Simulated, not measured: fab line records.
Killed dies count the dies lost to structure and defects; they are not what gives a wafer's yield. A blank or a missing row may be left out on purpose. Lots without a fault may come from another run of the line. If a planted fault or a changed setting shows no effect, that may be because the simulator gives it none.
Split-lot trial ; flow sfqLine ; 5 lots, 23 wafers read, on a route of 325 steps

## ON THE SPLIT
At SFQ_TRILAYER_I2_VIA_LITHO_EXPOSE_068 (exposes mask I2, target cd 500 nm), the setting doseMj was moved away from the recipe's 21.3 on 4 of the 23 wafers read, by -5.5% to -4.9%. For the rest of the wafers, this setting stayed at what the recipe calls for.

## FROM THE SPLIT TO THE READING: what the file shows between them, 2 steps
- SFQ_TRILAYER_I2_VIA_LITHO_PEB_070: peb time 60 s
- SFQ_TRILAYER_I2_VIA_LITHO_DEVELOP_069: time 60 s

## THE READING
I2.cdNm (the simulator's own value, which no gauge read), in nm, at SFQ_TRILAYER_I2_VIA_BARC_OPEN_VIA_ETCH_096 (etches BARC in O2, target depth 125 nm, time 41.7 s). The file gives no usual value for it. Average 499.2 nm, standard deviation 1.4 nm, over the 19 wafers here run with the recipe.

wafer;tool, chamber at the split;doseMj as run;against the recipe;I2.cdNm, nm;against lot-mates on the recipe
L074.1;krfScanner-02, 0;21.3;recipe;501.6;-
L074.2;krfScanner-02, 0;20.26;-4.9%;491.2;-8.9
L074.3;krfScanner-02, 0;21.3;recipe;500.2;-
L074.5;krfScanner-02, 0;20.26;-4.9%;491.5;-8.6
L074.6;krfScanner-02, 0;21.3;recipe;498.5;-
L075.1;krfScanner-02, 0;21.3;recipe;498.6;-
L075.2;krfScanner-02, 0;21.3;recipe;497.1;-
L075.3;krfScanner-02, 0;21.3;recipe;498.5;-
L075.5;krfScanner-02, 0;21.3;recipe;498.1;-
L075.6;krfScanner-02, 0;21.3;recipe;497.5;-
L078.1;krfScanner-02, 0;21.3;recipe;498.8;-
L078.2;krfScanner-02, 0;20.13;-5.5%;490.1;-8.1
L078.3;krfScanner-02, 0;21.3;recipe;498;-
L078.4;krfScanner-02, 0;20.13;-5.5%;490.8;-7.4
L078.5;krfScanner-02, 0;21.3;recipe;497.8;-
L079.2;krfScanner-02, 0;21.3;recipe;499.1;-
L079.4;krfScanner-02, 0;21.3;recipe;499;-
L079.6;krfScanner-02, 0;21.3;recipe;498.3;-
L082.2;krfScanner-01, 0;21.3;recipe;499.3;-
L082.3;krfScanner-01, 0;21.3;recipe;500.5;-
L082.4;krfScanner-01, 0;21.3;recipe;501.1;-
L082.5;krfScanner-01, 0;21.3;recipe;501.2;-
L082.6;krfScanner-01, 0;21.3;recipe;501.3;-

FIT RESULTS
A straight line over all 23 wafers: I2.cdNm changes by +1.6 nm for each +1% of doseMj; r = +0.93; the points scatter about the line by 1.3 nm.
The same after taking each lot's own level away (the mean of its wafers on the recipe; 23 wafers): +1.58 nm for each +1%; r = +0.97; scatter 0.83 nm.
The reading moves by 8.7 nm for the largest change in doseMj, on that fit.
From 497.96 to 500.68 nm: that is the span of the lots' own levels, equal to 2.0 times the standard deviation above.
Hence the lot-to-lot level has little effect on the slope; both slopes agree.
Check: with one of the wafers moved furthest among these (-5.5%) left out of the fit, the line predicts -8.9 nm for it against its lot-mates. Against them it came out at -8.1 nm.

## FILE'S OWN FIT
I2.cdNm changes by +1.58 nm for each +1% of doseMj, r = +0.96.
